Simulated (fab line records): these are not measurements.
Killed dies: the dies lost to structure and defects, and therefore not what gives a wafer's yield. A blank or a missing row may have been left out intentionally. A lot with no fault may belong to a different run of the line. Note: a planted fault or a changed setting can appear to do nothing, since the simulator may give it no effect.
Matching of chambers / flow gf180mcu / GF_V5_CVD_02 on pecvd-03 has 3 sister chambers
The step deposits SiO2 from TEOS, target thk 1450 nm, time 163.28 s. 5 wafers are shown with their chamber, then 7 later ones without.

WAFERS PAIRED WITH THEIR CHAMBERS
wafer=L207.4; chamber=0; heater power w (W)=661
wafer=L211.4; chamber=2; heater power w (W)=626
wafer=L212.6; chamber=2; heater power w (W)=786
wafer=L216.1; chamber=1; heater power w (W)=645
wafer=L216.5; chamber=1; heater power w (W)=510

WAFERS WHOSE CHAMBER IS MISSING
wafer=L216.6; heater power w (W)=701
wafer=L224.2; heater power w (W)=664
wafer=L224.3; heater power w (W)=646
wafer=L224.5; heater power w (W)=697
wafer=L228.3; heater power w (W)=762
wafer=L228.4; heater power w (W)=709
wafer=L228.5; heater power w (W)=520

THE CHAMBER EACH PASSED THROUGH
wafer=L216.6; from the rows above=can't be placed: 2 or 0 or 1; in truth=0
wafer=L224.2; from the rows above=can't be placed: 0 or 2 or 1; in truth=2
wafer=L224.3; from the rows above=can't be placed: 0 or 2 or 1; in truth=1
wafer=L224.5; from the rows above=can't be placed: 2 or 0 or 1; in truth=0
wafer=L228.3; from the rows above=can't be placed: 2 or 0 or 1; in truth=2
wafer=L228.4; from the rows above=can't be placed: 2 or 0 or 1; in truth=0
wafer=L228.5; from the rows above=can't be placed: 1 or 0 or 2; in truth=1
Placed correctly: 0 of 7. Cannot be placed on the basis of these rows: 7; the candidates contain the true chamber in 7. 0 placed wrongly.
How it was worked out, from the rows above alone: a wafer's distance from a chamber is the root of the sum, over the readings, of the square of ((its reading less the chamber's mean) divided by the reading's scatter). If the next closest chamber is less than 2 further off than the closest, the wafer can't be placed; otherwise it belongs to the closest. A chamber's mean is the mean of its shown wafers. The scatter is the square root of a quotient: the sum, over the shown wafers, of each reading's squared deviation from its chamber's mean, divided by wafers minus chambers.
